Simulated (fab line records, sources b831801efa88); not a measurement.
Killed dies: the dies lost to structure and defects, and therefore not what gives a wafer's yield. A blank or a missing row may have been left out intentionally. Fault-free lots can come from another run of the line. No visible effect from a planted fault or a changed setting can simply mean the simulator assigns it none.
Matching of chambers ; flow gf180mcu ; 4 sister chambers for GF_CONTACT_CMP_04 on cmp-02
The step polishes SiO2. 14 wafers are shown with their chamber, then 7 later ones without.

## WAFERS WITH THEIR CHAMBER
wafer;chamber;motorCurrentA (A);timeToEndpointS (s)
L364.1;1;12.9;111
L364.2;0;14.1;109
L364.5;3;13.9;114
L366.1;0;13.5;107
L366.3;3;14.0;110
L366.5;2;12.7;118
L368.1;1;13.8;107
L368.4;3;13.9;111
L368.5;3;13.9;109
L370.1;2;12.6;112
L370.2;0;13.1;113
L370.4;1;13.2;109
L372.1;1;13.6;107
L372.3;2;12.9;110

SIGNATURES (means of the wafers above)
reading;chamber 0;chamber 1;chamber 2;chamber 3;scatter within a chamber
motorCurrentA;13.567;13.375;12.733;13.925;0.324
timeToEndpointS;109.67;108.50;113.33;111.00;2.8
Rule: a wafer lies at a distance from a chamber equal to the root of the sum of squares, over the readings, of (its reading less the chamber's mean, divided by the reading's scatter). The wafer belongs to the nearest chamber; if the next one is less than 2 further off, it can't be placed. How the scatter is found: for the shown wafers, subtract from each reading the mean of its chamber, square and add these, divide the total by (wafers less chambers), then take the root.

## WAFERS WHOSE CHAMBER IS MISSING
wafer;motorCurrentA (A);timeToEndpointS (s)
L372.5;12.9;111
L378.1;13.1;113
L378.4;13.2;116
L378.6;13.4;113
L381.3;14.2;107
L381.4;12.7;110
L381.5;14.7;110

## THE CHAMBER EACH PASSED THROUGH
wafer;from the rows above;in truth
L372.5;can't be placed: 2 or 1 or 0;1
L378.1;can't be placed: 2 or 1 or 0 or 3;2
L378.4;can't be placed: 2 or 0 or 1 or 3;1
L378.6;can't be placed: 0 or 1 or 3 or 2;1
L381.3;can't be placed: 3 or 0 or 1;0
L381.4;can't be placed: 2 or 1 or 0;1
L381.5;can't be placed: 3 or 0 or 1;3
Correct placement for 0 of the 7. Unplaceable from these rows: 7, with the true chamber sitting among the candidates in 7. Number placed wrongly: 0.
